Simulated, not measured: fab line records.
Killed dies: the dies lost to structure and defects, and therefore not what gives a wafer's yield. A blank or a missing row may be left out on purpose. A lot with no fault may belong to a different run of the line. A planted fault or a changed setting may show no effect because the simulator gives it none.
Code-filled problem report in 8D (eight disciplines) form	flow gf180mcu	the parts of the form that need people (team, actions taken, sign-off) are left out

== 1. PROBLEM STATEMENT ==
cd nm at GF_M5_CD_MEAS_07 reads a mean of 291.3 nm on 9 wafers of 3 lots; wafers without a fault read 280.4 nm with a standard deviation of 1.1. Relative to the usual mean, that is a shift of +9.9 standard deviations.
The step: target cd 280 nm.
The first sign was on wafer L336.2 at day 28 23:34, on cd sem-01. The record has a number at this step for 39 wafers belonging to 13 lots. Rule for "out" (also "out of limits"): further than 4 standard deviations from the usual mean. The rest of the wafers with a number are treated as sound.

== 2. WHAT IT IS, WHAT IT ISN'T ==
question	is	is not
which readings at this step	cd nm	-
which lots	L336, L339, L340	L328, L329, L331, L333, L338, L344, L347, L349, L350, L351
which wafers of those lots	all that have a number	-
read on which gauges	cd sem-01, cd sem-02	-
when	from day 28 23:34	up to then (12 sound wafers); but 18 sound wafers of L338, L344, L347, L349, L350, L351 came after

== 3. THE SUSPECTS, EACH WITH WHAT RULES IT OUT ==
Counting: any tool at a process step up to the reading is kept as a suspect provided that every lot that is out went through it and no sound lot did after the first of them.
- the gauge at GF_M5_CD_MEAS_07 is ruled out. 2 gauges (cd sem-01, cd sem-02) read the wafers that are out.
- litho track-04 at GF_M5_SOFTBAKE_03 (time 60 s): ruled out as a lasting fault. The sound lots L350 went through it after L336, its earliest lot that is out (day 28 14:01).
Left after counting: nothing in the record.

== 4. THE CAUSE (what the simulator had put in) ==
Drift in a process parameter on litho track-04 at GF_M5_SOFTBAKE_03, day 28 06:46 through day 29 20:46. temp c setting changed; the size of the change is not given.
Counting ruled it out, wrongly: the rule takes a fault to strike every lot that its tool runs from its start on, and this one did not.

== 5. THE CHAIN OF EFFECTS, in route order ==
One row per reading whose mean, taken over the struck wafers that have a number, lies over 3 standard deviations from the usual. Readings are gone through only where the record gives a usual standard deviation; hours: the median, over the lots, of the time from a lot's start at the first step in this table giving one to that lot's start at this step; sigmas: the change measured in usual standard deviations.
hours	step	reading	usual	on struck wafers	change	sigmas
0	GF_M5_SOFTBAKE_03	heater power total W	93.05 W	88.25	-4.80	-83
0	GF_M5_SOFTBAKE_03	plate temp C	129.99 C	124.67	-5.32	-38
9	GF_M5_CD_MEAS_07	cd nm	280.4 nm	291.3	+10.9	+9.9
The process steps in it:
- GF_M5_SOFTBAKE_03: time 60 s.
At these later measuring or inspecting steps, every struck wafer for which the step has a row has a number for every such reading, and none has moved that far: GF_M5_OVL_MEAS_08.

== 6. HOW IT WOULD HAVE BEEN CAUGHT EARLIER ==
Counted from the fault's start at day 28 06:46, it took 17 hours until the first out-of-limits reading at a measuring or inspecting step in this record, taken at day 28 23:34.
The tool's own readings at GF_M5_SOFTBAKE_03 were out on every struck wafer that the step has a row for (heater power total W, plate temp C): an alarm limit on them would have fired on the first of those.
